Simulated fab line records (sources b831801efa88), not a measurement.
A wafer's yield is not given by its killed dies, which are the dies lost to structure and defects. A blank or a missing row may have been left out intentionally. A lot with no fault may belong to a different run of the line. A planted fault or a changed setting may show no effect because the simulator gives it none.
Matching of chambers ; flow sky130 ; rieDiel-04 running SKY_VIA1_ETCH_14: 4 sister chambers
The step etches BARC in N2/H2, stops on SiO2, time 45.9 s, target depth 60 nm. 22 wafers are shown with their chamber, then 11 later ones without.

## WAFERS, EACH WITH ITS CHAMBER
wafer;chamber;drypumpMotorCurrentA (A);oesProductAu (a.u.);throttleValvePct (%)
L075.4;0;5.8;0.851;13.228
L075.5;1;5.1;0.857;13.212
L075.6;2;5.9;0.860;13.244
L076.1;1;5.1;0.859;13.221
L076.2;3;5.8;0.860;13.235
L076.4;0;5.8;0.858;13.221
L079.2;2;5.8;0.850;13.234
L079.3;3;5.8;0.859;13.214
L079.6;0;5.7;0.854;13.232
L080.1;2;5.9;0.860;13.231
L080.3;1;5.1;0.856;13.217
L080.6;2;5.9;0.856;13.225
L086.1;0;5.8;0.851;13.218
L086.2;1;5.1;0.851;13.214
L086.5;0;5.8;0.856;13.225
L087.3;1;5.1;0.852;13.232
L087.4;2;5.9;0.858;13.226
L087.6;0;5.8;0.855;13.222
L088.2;2;5.8;0.853;13.222
L088.4;0;5.8;0.855;13.223
L088.6;2;5.9;0.856;13.227
L089.4;3;5.9;0.858;13.233

SIGNATURES, as means of the wafers listed above
reading;chamber 0;chamber 1;chamber 2;chamber 3;scatter within a chamber
drypumpMotorCurrentA;5.786;5.100;5.871;5.833;0.0405
oesProductAu;0.85429;0.85500;0.85614;0.85900;0.00306
throttleValvePct;13.22414;13.21920;13.22986;13.22733;0.00737
Rule: a wafer lies at a distance from a chamber equal to the root of the sum of squares, over the readings, of (its reading less the chamber's mean, divided by the reading's scatter). If the next closest chamber is less than 2 further off than the closest, the wafer can't be placed; otherwise it belongs to the closest. The scatter is the square root of a quotient: the sum, over the shown wafers, of each reading's squared deviation from its chamber's mean, divided by wafers minus chambers.

## WAFERS WITHOUT THEIR CHAMBER
wafer;drypumpMotorCurrentA (A);oesProductAu (a.u.);throttleValvePct (%)
L089.5;5.9;0.854;13.234
L089.6;5.9;0.862;13.206
L090.1;5.1;0.861;13.221
L090.5;5.8;0.854;13.223
L090.6;5.8;0.847;13.213
L092.1;5.8;0.864;13.225
L092.4;5.8;0.852;13.222
L092.5;5.8;0.854;13.215
L095.1;5.8;0.861;13.207
L095.3;5.1;0.852;13.207
L095.6;5.9;0.847;13.219

## EACH ONE'S CHAMBER
wafer;from the rows above;in truth
L089.5;can't be placed: 2 or 3 or 0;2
L089.6;can't be placed: 3 or 2 or 0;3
L090.1;1;1
L090.5;can't be placed: 0 or 3 or 2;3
L090.6;can't be placed: 0 or 2 or 3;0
L092.1;can't be placed: 3 or 2 or 0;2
L092.4;can't be placed: 0 or 2 or 3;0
L092.5;can't be placed: 0 or 3 or 2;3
L095.1;can't be placed: 3 or 0 or 2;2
L095.3;1;1
L095.6;can't be placed: 2 or 0 or 3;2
2 of 11 placed correctly. Not placeable from these rows: 9 (in 9, the candidates include the true chamber). Number placed wrongly: 0.
